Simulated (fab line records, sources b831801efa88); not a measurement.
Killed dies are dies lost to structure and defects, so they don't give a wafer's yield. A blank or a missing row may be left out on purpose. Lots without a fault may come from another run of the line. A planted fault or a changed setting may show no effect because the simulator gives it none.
Which tool did it? | flow sky130 | 12 lots, 36 wafers sampled, at 5 steps of a route of 708

WHAT THE GAUGES READ, wafer by wafer
SKY_VIA1_THK_MEAS_01. Usual: VIA1_HDPCVD_THK 1038 nm, standard deviation 10.
lot  | measured     | on            | VIA1_HDPCVD_THK (nm) | flag
L325 | day 32 22:40 | film_metro-03 | 1042 1035 1039       |
L328 | day 33 21:49 | film_metro-03 | 1030 1047 1036       |
L330 | day 33 22:22 | film_metro-04 | 1050 1042 1042       |
L329 | day 34 02:46 | film_metro-04 | 1023 1040 1045       |
L331 | day 35 04:37 | film_metro-01 | 1018 1045 1031       |
L332 | day 35 09:01 | film_metro-03 | 1036 1037 1041       |
L333 | day 35 16:01 | film_metro-04 | 1045 1027 1038       |
L334 | day 35 16:37 | film_metro-03 | 1028 1049 1026       |
L335 | day 36 05:42 | film_metro-03 | 1032 1050 1049       |
L341 | day 38 01:16 | film_metro-03 | 1044 1045 1032       |
L342 | day 38 04:54 | film_metro-04 | 515 1053 1033        | OFF
L346 | day 39 13:49 | film_metro-04 | 1052 1030 1037       |

SKY_VIA1_OVL_MEAS_13. Usual: VIA1_OVL -2 nm, standard deviation 5.5.
lot  | measured     | on         | VIA1_OVL (nm) | flag
L325 | day 34 02:00 | overlay-01 | -1 -5 -4      |
L328 | day 35 00:50 | overlay-02 | -12 -4 -8     |
L330 | day 35 01:43 | overlay-01 | 1 -3 2        |
L329 | day 35 06:36 | overlay-01 | -7 3 -9       |
L331 | day 36 07:17 | overlay-01 | 2 2 -1        |
L332 | day 36 12:11 | overlay-01 | -2 10 2       |
L333 | day 36 18:23 | overlay-01 | 1 1 -2        |
L334 | day 36 19:02 | overlay-02 | -3 -7 -2      |
L335 | day 37 08:03 | overlay-01 | -3 -8 -1      |
L341 | day 39 00:11 | overlay-02 | -11 -3 -5     |
L342 | day 39 06:40 | overlay-01 | 1 -10 7       |
L346 | day 40 14:24 | overlay-02 | -5 -1 -5      |

WHICH TOOL RAN EACH LOT (tool, then ch and the chambers of the sampled wafers, then the start)
lot  | SKY_CONTACT_ETCH_17                | SKY_CONTACT_STRIP_19                 | SKY_VIA1_HDPCVD_00
L325 | rie_diel-02 ch 0,1,3, day 31 17:19 | plasma_asher-03 ch 0,1, day 31 17:25 | hdpcvd-01 ch 0,2, day 32 22:33
L328 | rie_diel-04 ch 0,1, day 32 17:04   | plasma_asher-01 ch 0,1, day 32 17:10 | hdpcvd-01 ch 0,2, day 33 21:43
L330 | rie_diel-03 ch 0,2,3, day 32 17:13 | plasma_asher-03 ch 0,1, day 32 17:19 | hdpcvd-02 ch 0,1,2, day 33 22:14
L329 | rie_diel-04 ch 1,2,3, day 32 20:46 | plasma_asher-03 ch 0,1, day 32 20:52 | hdpcvd-02 ch 0,1,2, day 34 02:38
L331 | rie_diel-02 ch 0,3, day 33 23:10   | plasma_asher-02 ch 0,1, day 33 23:16 | hdpcvd-01 ch 1,2, day 35 04:31
L332 | rie_diel-03 ch 1,3, day 34 03:46   | plasma_asher-02 ch 0,1, day 34 03:52 | hdpcvd-01 ch 0,1,2, day 35 08:55
L333 | rie_diel-04 ch 1,2,3, day 34 11:19 | plasma_asher-03 ch 0,1, day 34 11:25 | hdpcvd-01 ch 1,2, day 35 15:55
L334 | rie_diel-03 ch 1,3, day 34 11:40   | plasma_asher-01 ch 1, day 34 11:46   | hdpcvd-02 ch 0,1,2, day 35 16:30
L335 | rie_diel-03 ch 0,1,3, day 35 00:25 | plasma_asher-01 ch 0,1, day 35 00:31 | hdpcvd-01 ch 0,1,2, day 36 05:34
L341 | rie_diel-02 ch 0,2, day 36 20:55   | plasma_asher-01 ch 0,1, day 36 21:01 | hdpcvd-02 ch 0,1, day 38 01:10
L342 | rie_diel-03 ch 0,1,2, day 37 00:28 | plasma_asher-02 ch 0,1, day 37 00:35 | hdpcvd-02 ch 0,1,2, day 38 04:49
L346 | rie_diel-02 ch 0,2, day 38 10:46   | plasma_asher-03 ch 0,1, day 38 10:52 | hdpcvd-01 ch 0,1,2, day 39 13:42
- SKY_CONTACT_ETCH_17: etches SiO2 in C4F8/O2/Ar, stops on Si3N4, target depth 340 nm.
- SKY_CONTACT_STRIP_19: strips in O2/N2.
- SKY_VIA1_HDPCVD_00: deposits SiO2, target thk 1030 nm, time 171.7 s.

WHAT THE TOOLS THEMSELVES READ (means of the sampled wafers that have a number; where no wafer has one, the mark that the record gives instead)
SKY_CONTACT_ETCH_17. Usual: bias_w 1200 W, standard deviation 3.5; oes_product_au 0.891 a.u., standard deviation 0.005.
lot  | tool        | bias_w (W) | oes_product_au (a.u.) | flag
L325 | rie_diel-02 | 1201       | 0.886                 |
L328 | rie_diel-04 | 1200       | 0.894                 |
L330 | rie_diel-03 | 1199       | 0.893                 |
L329 | rie_diel-04 | 1201       | 0.894                 |
L331 | rie_diel-02 | 1197       | 0.888                 |
L332 | rie_diel-03 | 1201       | 0.894                 |
L333 | rie_diel-04 | 1199       | 0.888                 |
L334 | rie_diel-03 | 1200       | 0.891                 |
L335 | rie_diel-03 | 1201       | 0.894                 |
L341 | rie_diel-02 | 1201       | 0.896                 |
L342 | rie_diel-03 | 1199       | 0.891                 |
L346 | rie_diel-02 | 1202       | 0.892                 |

SKY_CONTACT_STRIP_19. Usual: drypump_motor_current_A 5.5 A, standard deviation 0.57; oes_product_au 0.381 a.u., standard deviation 0.0046; strip_time_to_endpoint_s 3.63 s, standard deviation 0.036.
lot  | tool            | drypump_motor_current_A (A) | oes_product_au (a.u.) | strip_time_to_endpoint_s (s) | flag
L325 | plasma_asher-03 | 5.3                         | 0.381                 | 3.59                         |
L328 | plasma_asher-01 | 5.4                         | 0.379                 | 3.62                         |
L330 | plasma_asher-03 | 5.3                         | 0.379                 | 3.63                         |
L329 | plasma_asher-03 | 5.3                         | 0.381                 | 3.63                         |
L331 | plasma_asher-02 | 5.8                         | 0.378                 | 3.64                         |
L332 | plasma_asher-02 | 6.2                         | 0.376                 | 3.65                         |
L333 | plasma_asher-03 | 5.6                         | 0.381                 | 3.62                         |
L334 | plasma_asher-01 | 5.7                         | 0.380                 | 3.66                         |
L335 | plasma_asher-01 | 5.1                         | 0.381                 | 3.60                         |
L341 | plasma_asher-01 | 5.2                         | 0.385                 | 3.64                         |
L342 | plasma_asher-02 | 6.3                         | 0.381                 | 3.66                         |
L346 | plasma_asher-03 | 5.6                         | 0.379                 | 3.61                         |

SKY_VIA1_HDPCVD_00. Usual: sih4_flow_sccm 60.01 sccm, standard deviation 0.19.
lot  | tool      | sih4_flow_sccm (sccm) | flag
L325 | hdpcvd-01 | 59.93                 |
L328 | hdpcvd-01 | 59.87                 |
L330 | hdpcvd-02 | 59.96                 |
L329 | hdpcvd-02 | 59.92                 |
L331 | hdpcvd-01 | 59.94                 |
L332 | hdpcvd-01 | 60.23                 |
L333 | hdpcvd-01 | 60.18                 |
L334 | hdpcvd-02 | 60.05                 |
L335 | hdpcvd-01 | 60.14                 |
L341 | hdpcvd-02 | 59.78                 |
L342 | hdpcvd-02 | 49.99                 | OFF
L346 | hdpcvd-01 | 59.84                 |

THE ANSWER, worked out from the rows above alone
Rule: a lot is off if the mean of its wafers that have a number lies more than 3 standard deviations from the usual mean. A lot without any number at a reading at which 4 lots or more have one is off too. The other lots that the step has rows for count as sound. The gauges are gone through in route order, then the tools' own readings, and for those a lot's mean is taken as printed above. The first step at which some lot is off is used, and at that step the reading that is off furthest; a lot without a number counts as furthest.
Off: L342, at SKY_VIA1_THK_MEAS_01 (VIA1_HDPCVD_THK).
A tool fits if, at a process step before that reading, it ran every lot that is off, and no sound lot after the first of them. The gauges at SKY_VIA1_THK_MEAS_01 aren't tried: what is off there is off at SKY_VIA1_HDPCVD_00 too, on other tools, and a gauge's error can't cause that. Can't be told from this: 3 tools fit, rie_diel-03 at SKY_CONTACT_ETCH_17, plasma_asher-02 at SKY_CONTACT_STRIP_19, hdpcvd-02 at SKY_VIA1_HDPCVD_00.

WHAT THE SIMULATOR HAD PUT IN
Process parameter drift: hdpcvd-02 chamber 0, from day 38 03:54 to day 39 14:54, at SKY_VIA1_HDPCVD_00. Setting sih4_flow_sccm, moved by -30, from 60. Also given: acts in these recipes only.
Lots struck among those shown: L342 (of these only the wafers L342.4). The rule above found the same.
